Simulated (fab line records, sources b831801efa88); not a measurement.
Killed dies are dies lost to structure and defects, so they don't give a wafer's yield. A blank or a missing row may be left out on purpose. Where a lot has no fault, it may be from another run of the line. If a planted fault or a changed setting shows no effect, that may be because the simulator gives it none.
Which tool was responsible? ; flow sky130 ; 11 lots with 30 wafers sampled at 4 steps, on a route of 708 steps

## WHAT THE GAUGES SHOWED, per wafer
SKY_LI_CONTACT_THK_MEAS_23: measures by xrf. Usual: LI_CONTACT_W_THK typically reads 388 nm, with standard deviation 5.8.
lot;measured;on;LI_CONTACT_W_THK (nm);flag
L342;day 29 06:14;film metro-02;393 395 399;
L344;day 31 09:47;film metro-01;389 392 384;
L343;day 31 10:37;film metro-01;386 392 390;
L345;day 31 10:57;film metro-02;390 393 391;
L349;day 32 03:37;film metro-03;386 388;
L351;day 32 09:09;film metro-03;378 380;
L352;day 32 19:03;film metro-03;377 380;
L359;day 35 06:09;film metro-03;391 385 386;
L361;day 35 17:22;film metro-02;393 388 387;
L362;day 35 19:14;film metro-01;391 389 390;
L363;day 36 07:03;film metro-01;390 393 397;

## TOOL THAT RAN EACH LOT (tool first, then ch and the chambers of the sampled wafers, then the start)
lot;SKY_LI_CONTACT_ETCH_14;SKY_LI_CONTACT_STRIP_16;SKY_LI_CONTACT_SPUTTER_19
L342;rie diel-01 ch 1,2,3, day 29 05:26;plasma asher-04 ch 0,1, day 29 05:34;pvd sputter-02, day 29 05:52
L344;rie diel-01 ch 0,1, day 31 08:59;plasma asher-02 ch 1, day 31 09:07;pvd sputter-03, day 31 09:24
L343;rie diel-03 ch 0,2,3, day 31 09:47;plasma asher-04 ch 0,1, day 31 09:57;pvd sputter-03, day 31 10:13
L345;rie diel-01 ch 0,2,3, day 31 10:08;plasma asher-03 ch 0,1, day 31 10:16;pvd sputter-02, day 31 10:34
L349;rie diel-01 ch 1,3, day 32 02:47;plasma asher-04 ch 0,1, day 32 02:56;pvd sputter-01, day 32 03:12
L351;rie diel-01 ch 0,1, day 32 08:21;plasma asher-04 ch 0,1, day 32 08:29;pvd sputter-01, day 32 08:46
L352;rie diel-01 ch 1,3, day 32 18:14;plasma asher-04 ch 0, day 32 18:22;pvd sputter-02, day 32 18:40
L359;rie diel-03 ch 2,3, day 35 05:20;plasma asher-04 ch 0,1, day 35 05:28;pvd sputter-02, day 35 05:46
L361;rie diel-01 ch 0,3, day 35 16:33;plasma asher-04 ch 0,1, day 35 16:41;pvd sputter-02, day 35 16:58
L362;rie diel-01 ch 0,1, day 35 18:20;plasma asher-02 ch 0,1, day 35 18:28;pvd sputter-02, day 35 18:46
L363;rie diel-04 ch 0,1, day 36 06:14;plasma asher-04 ch 1, day 36 06:22;pvd sputter-03, day 36 06:40
- SKY_LI_CONTACT_ETCH_14: etches BARC in N2/H2, stops on SiO2, time 45.9 s, target depth 60 nm.
- SKY_LI_CONTACT_STRIP_16: strips in O2/N2.
- SKY_LI_CONTACT_SPUTTER_19: material Ti, target thk 20 nm, time 106.37 s.

## AS READ BY THE TOOLS THEMSELVES (means over the sampled wafers that have a number; for cases with no such wafer, the mark the record gives instead)
SKY_LI_CONTACT_ETCH_14. Usual: drypump motor current A 5.9 A, standard deviation 0.37; n2 flow sccm 100.05 sccm, standard deviation 0.3; oes product au 0.855 a.u., standard deviation 0.0049; run length s 74.3 s, standard deviation 0.59; throttle valve pct 13.224 %, standard deviation 0.0087.
lot;tool;drypump motor current A (A);n2 flow sccm (sccm);oes product au (a.u.);run length s (s);throttle valve pct (%);flag
L342;rie diel-01;5.8;99.97;0.855;74.2;13.220;
L344;rie diel-01;5.7;99.75;0.853;74.5;13.222;
L343;rie diel-03;6.1;99.97;0.856;74.0;13.223;
L345;rie diel-01;5.8;100.14;0.851;74.6;13.233;
L349;rie diel-01;6.1;100.11;0.924;54.4;13.238;OFF
L351;rie diel-01;5.8;99.84;0.919;55.0;13.238;OFF
L352;rie diel-01;6.0;99.61;0.919;54.0;13.243;OFF
L359;rie diel-03;5.8;100.16;0.858;73.7;13.220;
L361;rie diel-01;6.0;100.03;0.858;74.6;13.223;
L362;rie diel-01;5.7;100.02;0.860;74.4;13.229;
L363;rie diel-04;5.7;100.06;0.852;73.7;13.223;

SKY_LI_CONTACT_STRIP_16. Usual: drypump motor current A 5.8 A, standard deviation 0.46; n2 flow sccm 300.0 sccm, standard deviation 0.86; oes product au 0.376 a.u., standard deviation 0.0047; strip time to endpoint s 3.52 s, standard deviation 0.031.
lot;tool;drypump motor current A (A);n2 flow sccm (sccm);oes product au (a.u.);strip time to endpoint s (s);flag
L342;plasma asher-04;6.1;300.5;0.375;3.54;
L344;plasma asher-02;5.8;300.4;0.377;3.50;
L343;plasma asher-04;5.8;300.0;0.376;3.51;
L345;plasma asher-03;5.6;300.2;0.380;3.55;
L349;plasma asher-04;6.0;300.6;0.387;3.73;OFF
L351;plasma asher-04;6.0;300.1;0.381;3.70;OFF
L352;plasma asher-04;6.4;299.6;0.384;3.71;OFF
L359;plasma asher-04;6.1;300.2;0.371;3.48;
L361;plasma asher-04;6.1;300.9;0.380;3.55;
L362;plasma asher-02;5.3;299.7;0.376;3.52;
L363;plasma asher-04;5.4;300.2;0.379;3.52;

SKY_LI_CONTACT_SPUTTER_19. Usual: throttle valve pct 29.7 %, standard deviation 1.
lot;tool;throttle valve pct (%);flag
L342;pvd sputter-02;30.1;
L344;pvd sputter-03;29.8;
L343;pvd sputter-03;29.6;
L345;pvd sputter-02;30.5;
L349;pvd sputter-01;29.2;
L351;pvd sputter-01;29.8;
L352;pvd sputter-02;30.8;
L359;pvd sputter-02;29.6;
L361;pvd sputter-02;29.3;
L362;pvd sputter-02;30.2;
L363;pvd sputter-03;29.7;

## THE ANSWER, worked out from the rows above alone
Rule: a lot is off if the mean of its wafers that have a number lies more than 3 standard deviations from the usual mean. Also off: a lot with no number at a reading for which 4 or more lots have one. Where the step has rows for the other lots, those lots are counted as sound. First the gauges in route order, then the tools' own readings, where a lot's mean is used as printed above. The first step at which some lot is off is used, and at that step the reading that is off furthest; a lot without a number counts as furthest.
Off: L349, L351, L352, at SKY_LI_CONTACT_ETCH_14 (run length s).
If a tool, at that step or one of the process steps before it, ran each lot that is off and ran no sound lot following the first of them, it fits. Of those tried, none fits.

## WHAT WAS PUT IN BY THE SIMULATOR
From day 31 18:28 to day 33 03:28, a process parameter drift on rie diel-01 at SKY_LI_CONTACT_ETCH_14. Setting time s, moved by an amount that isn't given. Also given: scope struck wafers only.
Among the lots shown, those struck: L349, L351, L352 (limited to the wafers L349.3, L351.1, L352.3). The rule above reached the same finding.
